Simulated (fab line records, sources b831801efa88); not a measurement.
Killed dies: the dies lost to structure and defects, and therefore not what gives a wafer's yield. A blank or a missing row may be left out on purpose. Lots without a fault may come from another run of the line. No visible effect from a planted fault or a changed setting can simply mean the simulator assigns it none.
Chamber matching + flow sky130 + rie diel-03 running SKY_SONOS_ONO_ETCH_15: 4 sister chambers
The step etches the open film in CHF3/O2, target depth 19.52 nm, time 7.8 s. 14 wafers are shown with their chamber, then 7 later ones without.

== WAFERS WITH THEIR CHAMBER ==
| wafer  | chamber | oes product au (a.u.) | O2_flow_sccm (sccm) | chamber pressure mTorr (mTorr) |
|--------|---------|-----------------------|---------------------|--------------------------------|
| L815.2 | 0       | 0.999                 | 4.996               | 39.97                          |
| L815.3 | 2       | 1.025                 | 4.998               | 40.03                          |
| L815.6 | 1       | 0.992                 | 4.987               | 39.96                          |
| L817.1 | 1       | 0.982                 | 5.004               | 39.96                          |
| L817.2 | 0       | 1.001                 | 4.994               | 39.97                          |
| L817.4 | 2       | 1.015                 | 4.982               | 40.05                          |
| L820.1 | 0       | 0.998                 | 5.019               | 40.03                          |
| L820.3 | 1       | 0.988                 | 4.989               | 39.98                          |
| L820.5 | 2       | 1.030                 | 5.000               | 39.96                          |
| L824.2 | 0       | 0.997                 | 4.999               | 40.00                          |
| L824.3 | 2       | 1.016                 | 4.972               | 40.00                          |
| L824.6 | 2       | 1.011                 | 4.988               | 39.98                          |
| L829.2 | 2       | 1.016                 | 5.015               | 40.01                          |
| L829.5 | 3       | 0.990                 | 4.976               | 39.98                          |

SIGNATURES (averages over the wafers above)
| reading                | chamber 0 | chamber 1 | chamber 2 | chamber 3 | scatter within a chamber |
|------------------------|-----------|-----------|-----------|-----------|--------------------------|
| oes product au         | 0.99875   | 0.98733   | 1.01883   | 0.99000   | 0.00561                  |
| O2_flow_sccm           | 5.00200   | 4.99333   | 4.99250   | 4.97600   | 0.0131                   |
| chamber pressure mTorr | 39.9925   | 39.9667   | 40.0050   | 39.9800   | 0.0284                   |
Rule: distance of a wafer from a chamber = root of the sum over the readings of ((wafer's reading minus chamber's mean) / reading's scatter) squared. If the next closest chamber is less than 2 further off than the closest, the wafer can't be placed; otherwise it belongs to the closest. The scatter is the square root of a quotient: the sum, over the shown wafers, of each reading's squared deviation from its chamber's mean, divided by wafers minus chambers.

== WAFERS MISSING THEIR CHAMBER ==
| wafer  | oes product au (a.u.) | O2_flow_sccm (sccm) | chamber pressure mTorr (mTorr) |
|--------|-----------------------|---------------------|--------------------------------|
| L829.6 | 1.008                 | 5.010               | 40.06                          |
| L836.3 | 0.985                 | 4.982               | 40.01                          |
| L836.4 | 0.993                 | 4.987               | 40.00                          |
| L836.5 | 0.996                 | 5.005               | 39.95                          |
| L837.2 | 1.009                 | 4.996               | 40.00                          |
| L837.3 | 0.992                 | 4.998               | 39.93                          |
| L837.4 | 0.979                 | 5.001               | 40.00                          |

== THE CHAMBER EACH PASSED THROUGH ==
| wafer  | from the rows above          | in truth |
|--------|------------------------------|----------|
| L829.6 | can't be placed: 0 or 2      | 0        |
| L836.3 | can't be placed: 3 or 1 or 0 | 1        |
| L836.4 | can't be placed: 3 or 0 or 1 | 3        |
| L836.5 | can't be placed: 0 or 1 or 3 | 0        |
| L837.2 | can't be placed: 2 or 0      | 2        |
| L837.3 | can't be placed: 1 or 3 or 0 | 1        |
| L837.4 | can't be placed: 1 or 3 or 0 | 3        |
Correctly placed: 0 of 7. Not placeable from these rows: 7 (in 7, the candidates include the true chamber). Placed wrongly: 0.
